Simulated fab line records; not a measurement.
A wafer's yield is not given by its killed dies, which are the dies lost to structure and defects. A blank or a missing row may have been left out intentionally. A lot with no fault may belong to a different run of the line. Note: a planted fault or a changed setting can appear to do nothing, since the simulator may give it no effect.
Code-filled problem report in 8D (eight disciplines) form | flow sky130 | the parts of the form that need people (team, actions taken, sign-off) are left out

1. WHAT WENT WRONG
Mean NWELL_2_TW at SKY_NWELL_TW_MEAS_26: 825 over 6 wafers in 2 lots; fault-free wafers: 497, standard deviation 6.4. That puts it +51 standard deviations away from the usual mean.
Seen first at day 8 08:33 on film-metro-02, wafer L884.1. Wafers with a number at this step in the record: 36, from 12 lots. Rule for "out", or "out of limits": more than 4 standard deviations from the usual mean. The rest of the wafers with a number are treated as sound.

2. WHAT IT IS AND WHAT IT IS NOT
question                    | is                     | is not
which readings at this step | NWELL_2_TW             | -
which lots                  | L884, L885             | L873, L874, L876, L878, L889, L891, L893, L894, L895, L896
which wafers of those lots  | all that have a number | -
read on which gauges        | film-metro-02          | film-metro-01, film-metro-03
when                        | from day 8 08:33       | up to then (12 sound wafers); but 18 sound wafers of L889, L891, L893, L894, L895, L896 came after

3. WHAT RULES OUT EACH SUSPECT
Counting: a tool at any process step up to the reading remains a suspect when it ran all the lots that are out and ran no sound lot after the first of those.
- the gauge at SKY_NWELL_TW_MEAS_26 is ruled out. All the wafers that are out were read on film-metro-02, but those of them that SKY_NWELL_IMPLANT_24 has rows for are out there too, on other tools.
- implanter-03 at SKY_NWELL_IMPLANT_24: ruled out as a lasting fault. Following L884 (day 8 08:18), the first lot on it that is out, the sound lots L895 were run on it.
Left after counting: nothing in the record.

4. THE CAUSE (what the simulator had put in)
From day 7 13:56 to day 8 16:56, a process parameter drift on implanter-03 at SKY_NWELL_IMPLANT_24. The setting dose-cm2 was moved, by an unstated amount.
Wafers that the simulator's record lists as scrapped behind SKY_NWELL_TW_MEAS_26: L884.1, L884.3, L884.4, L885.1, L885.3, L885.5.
The count ruled it out by mistake, since the rule takes a fault to strike every lot its tool runs from the start of the fault on, and this one did not do so.

5. SEQUENCE OF EFFECTS, ordered by route
Each row: a reading where the mean over the struck wafers with a number is more than 3 standard deviations away from the usual. Scope: only readings with a usual standard deviation given in the record; hours: median across lots of the time from each lot's start at the first step in this table that gives one to its start at this step; sigmas: change in usual standard deviations.
hours | step                 | reading            | usual     | on struck wafers | change     | sigmas
0     | SKY_NWELL_IMPLANT_24 | dose-ions-cm2      | 9.198e+12 | 4.565e+13        | +3.645e+13 | +99 or more
0     | SKY_NWELL_IMPLANT_24 | faraday-current-uA | 51.9      | 255.7            | +203.8     | +99 or more
0     | SKY_NWELL_TW_MEAS_26 | NWELL_2_TW         | 497       | 825              | +328       | +51
Process steps it contains:
- SKY_NWELL_IMPLANT_24

6. WHAT WOULD HAVE CAUGHT IT SOONER
Counted from the fault's start at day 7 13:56, it took 19 hours until the first out-of-limits reading at a measuring or inspecting step in this record, taken at day 8 08:33.
The tool's own readings at SKY_NWELL_IMPLANT_24 were out on every struck wafer that the step has a row for (dose-ions-cm2, faraday-current-uA): an alarm limit on them would have fired on the first of those.
